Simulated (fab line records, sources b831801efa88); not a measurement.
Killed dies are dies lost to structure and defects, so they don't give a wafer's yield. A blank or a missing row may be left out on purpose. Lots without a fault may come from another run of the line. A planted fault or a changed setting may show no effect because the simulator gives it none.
A struck lot beside a sound one | flow sky130 | 15 steps out of a route of 708
Sound: wafers L449.3, L449.4, L449.5. Struck: wafers L458.3, L458.5. (L458.2 of the same lot was not struck and is left out.) The cause comes at the end.
At each step with rows: each side's tool, then ch and its chambers, then its first start. Under that, the readings that differ: sound wafers | struck wafers | difference of the means | sigmas: that difference in standard deviations of wafers without a fault.
alike: readings whose means differ by less than 2 such deviations, and words and numbers that are the same on both sides. not compared: withheld readings, readings that some wafer has no value for, bounds like >300 that may hide the same value, and numbers for which the record gives no deviation and whose values overlap.
The two part at a step that has a row with sigmas, a row that says differs or no value, or rows on one side only. Numbers that don't overlap but have no deviation are shown without sigmas and don't part them. A reading that every wafer of one side lacks parts them only if that side has two wafers or more.

SKY_VIA3_ETCH_15: etches SiO2 in C4F8/O2/Ar, stops on TiN, target depth 507 nm, time 78 s.
  sound on rie_diel-01 ch 2,3, day 40 08:05; struck on rie_diel-02 ch 1,3, day 43 09:52
  alike: oes_product_au
  not compared: rf_hours_counter_h
then, 5 steps without rows for these wafers: SKY_VIA3_STRIP_16 (strips in O2/N2); SKY_VIA3_STRIP_17 (strips in post etch residue remover, time 1200 s); SKY_VIA3_CLEAN_18 (cleans in IPA, time 180 s); SKY_VIA3_CLEAN_19 (cleans in O3/DIW); SKY_VIA3_SPUTTER_20 (material TiN, target thk 20 nm, time 80 s).
SKY_VIA3_CVD_21: deposits W, target thk 390 nm, time 117.31 s.
  sound on cvd_w-02 ch 0,1, day 40 08:51; struck on cvd_w-01 ch 0, day 43 10:37
  alike: heater_power_w
SKY_VIA3_RS_MEAS_22: measures by four-point-probe.
  sound on film_metro-01, day 40 08:58; struck on film_metro-01, day 43 10:50
  alike: VIA3_W_RS
SKY_VIA3_THK_MEAS_23: measures by xrf.
  sound on film_metro-01, day 40 09:04; struck on film_metro-01, day 43 10:57
  alike: VIA3_W_THK
SKY_VIA3_CMP_24: polishes, stops on SiO2, t overpolish 20 s, target thk 0 nm.
  sound on cmp-01 ch 0,2,3, day 40 09:35; struck on cmp-02 ch 1,3, day 43 11:06
  alike: head_pressure_psi, motor_current_A, overpolish_run_s, slurry_filter_dp_kPa, time_to_endpoint_s
SKY_METAL4_SPUTTER_00: material Ti, target thk 15 nm, time 10 s.
  sound on pvd_sputter-04, day 40 09:47; struck on pvd_sputter-03, day 43 11:18
  alike: chamber_pressure_pa, throttle_valve_pct
then, 1 step without rows for these wafers: SKY_METAL4_SPUTTER_01 (material TiN, target thk 20 nm, time 16.7 s).
SKY_METAL4_SPUTTER_02: material AlCu, target thk 735 nm, time 39.1 s.
  sound on pvd_sputter-04, day 40 09:50; struck on pvd_sputter-03, day 43 11:21
  reading                  | sound                | struck        | difference | sigmas
  chamber_pressure_pa (Pa) | 0.4005 0.3997 0.3998 | 0.3866 0.3865 | -0.0135    | -17
  alike: throttle_valve_pct
SKY_METAL4_SPUTTER_03: material Ti, target thk 5 nm, time 3.3 s.
  sound on pvd_sputter-04, day 40 09:53; struck on pvd_sputter-03, day 43 11:23
  alike: chamber_pressure_pa, throttle_valve_pct
then, 1 step without rows for these wafers: SKY_PAD_OPEN_PROBE_99.

WHERE THEY PART
Only at SKY_METAL4_SPUTTER_02, within this record. Later steps at which nothing parts them and some readings are alike: SKY_METAL4_SPUTTER_03.

WHY: what the simulator had put in
Process parameter drift: pvd_sputter-03, from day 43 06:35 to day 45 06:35, at SKY_METAL4_SPUTTER_02. Setting chamber_pressure_pa, moved by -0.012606, from 0.4. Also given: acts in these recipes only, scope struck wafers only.
